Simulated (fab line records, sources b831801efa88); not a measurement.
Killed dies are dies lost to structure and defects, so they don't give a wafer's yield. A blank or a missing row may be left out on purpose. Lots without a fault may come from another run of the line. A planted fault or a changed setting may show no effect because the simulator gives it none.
Split-lot experiment | flow gf180mcu | 5 lots, 23 wafers read, on a route of 602 steps

THE SPLIT
At GF_CONTACT_PEB_12 (peb time 90 s), the setting peb_temp_c was moved away from the recipe's 135 C on 10 of the 23 wafers read, by -3.0% to +2.1%. The other wafers ran this setting at the recipe's value.

FROM THE SPLIT TO THE READING: what the file shows between them, 1 step
- GF_CONTACT_DEVELOP_13: develop time 60 s

THE READING
cd_nm, in nm, at GF_CONTACT_CD_MEAS_14 (target cd 220 nm). Fault-free wafers of this fab line usually give 220.3 nm, standard deviation 1.7 nm.

wafer  | tool, chamber at the split | peb_temp_c as run, C | against the recipe | cd_nm, nm | against lot-mates on the recipe
L076.2 | litho_track-01, 0          | 131.3                | -2.7%              | 209.6     | -13.0
L076.3 | litho_track-01, 0          | 131.3                | -2.7%              | 210.9     | -11.7
L076.4 | litho_track-01, 0          | 131.3                | -2.7%              | 208.7     | -13.9
L076.5 | litho_track-01, 0          | 135                  | recipe             | 223.8     | -
L076.6 | litho_track-01, 0          | 135                  | recipe             | 221.4     | -
L079.2 | litho_track-03, 0          | 135                  | recipe             | 220.2     | -
L079.3 | litho_track-03, 0          | 135                  | recipe             | 220.3     | -
L079.6 | litho_track-03, 0          | 135                  | recipe             | 219.8     | -
L082.2 | litho_track-01, 0          | 135                  | recipe             | 219.5     | -
L082.3 | litho_track-01, 0          | 135                  | recipe             | 218.1     | -
L082.4 | litho_track-01, 0          | 131                  | -3.0%              | 204.3     | -14.5
L082.5 | litho_track-01, 0          | 135                  | recipe             | 218.7     | -
L082.6 | litho_track-01, 0          | 131                  | -3.0%              | 205.4     | -13.4
L083.1 | litho_track-01, 0          | 137.9                | +2.1%              | 224.5     | +5.2
L083.3 | litho_track-01, 0          | 137.9                | +2.1%              | 226.2     | +6.9
L083.4 | litho_track-01, 0          | 135                  | recipe             | 219.7     | -
L083.5 | litho_track-01, 0          | 135                  | recipe             | 217.9     | -
L083.6 | litho_track-01, 0          | 135                  | recipe             | 220.4     | -
L084.1 | litho_track-04, 0          | 135                  | recipe             | 222.5     | -
L084.3 | litho_track-04, 0          | 137.5                | +1.9%              | 228.3     | +6.7
L084.4 | litho_track-04, 0          | 137.5                | +1.9%              | 226.8     | +5.2
L084.5 | litho_track-04, 0          | 137.5                | +1.9%              | 227.9     | +6.2
L084.6 | litho_track-04, 0          | 135                  | recipe             | 220.8     | -

THE FIT
A straight line over all 23 wafers: cd_nm changes by +4 nm for each +1% of peb_temp_c; r = +0.96; the points scatter about the line by 2 nm.
The same after taking each lot's own level away (the mean of its wafers on the recipe; 23 wafers): +4.09 nm for each +1%; r = +0.98; scatter 1.3 nm.
On that fit, the largest move of peb_temp_c shifts the reading by 12 nm.
The lots' own levels span 218.77 to 222.60 nm, that is 2.3 times the standard deviation above.
So the lot-to-lot level changes the slope little: the two slopes agree.
Check: with one of the wafers moved furthest among these (-3.0%) left out of the fit, the line predicts -12.6 nm for it against its lot-mates. It came out at -14.5 nm against them.

OTHER SPLITS ON THESE WAFERS
These wafers also went through other splits before the reading. Each is held against what the fit with the lots' levels taken away leaves over:
other split on the same wafers       | wafers away from the commonest value | r with cd_nm (lot level and that fit taken away)
GF_PSD_EXPOSE_04 dose_mj             | 8                                    | +0.27
GF_PSD_IMPLANT_09 energy_kev         | 4                                    | -0.21
GF_SAB_DEVELOP_08 develop_time_s     | 8                                    | +0.07
GF_SALICIDE_SPUTTER_03 power_w       | 8                                    | +0.24
GF_CONTACT_CMP_04 leave_above_ref_nm | 7                                    | -0.03

THE WHOLE CHAIN: every reading that the file lists as answering this split, in the file's order
step                  | what it does                                                   | reading                                                        | change (the file's fit)              | r (the file's)
GF_CONTACT_CD_MEAS_14 | target cd 220 nm                                               | cd_nm                                                          | +4.13 nm for each +1% of the setting | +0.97
GF_CONTACT_ETCH_16    | etches BARC in N2/H2                                           | CONTACT.cd_nm (the simulator's own value, which no gauge read) | +4.06 nm for each +1% of the setting | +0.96
GF_CONTACT_ETCH_17    | etches SiO2 in C4F8/O2/Ar, stops on CoSi2, target depth 860 nm | CONTACT.cd_nm (the simulator's own value, which no gauge read) | +4.05 nm for each +1% of the setting | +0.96

THE FILE'S OWN FIT
cd_nm changes by +4.13 nm for each +1% of peb_temp_c, r = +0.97.
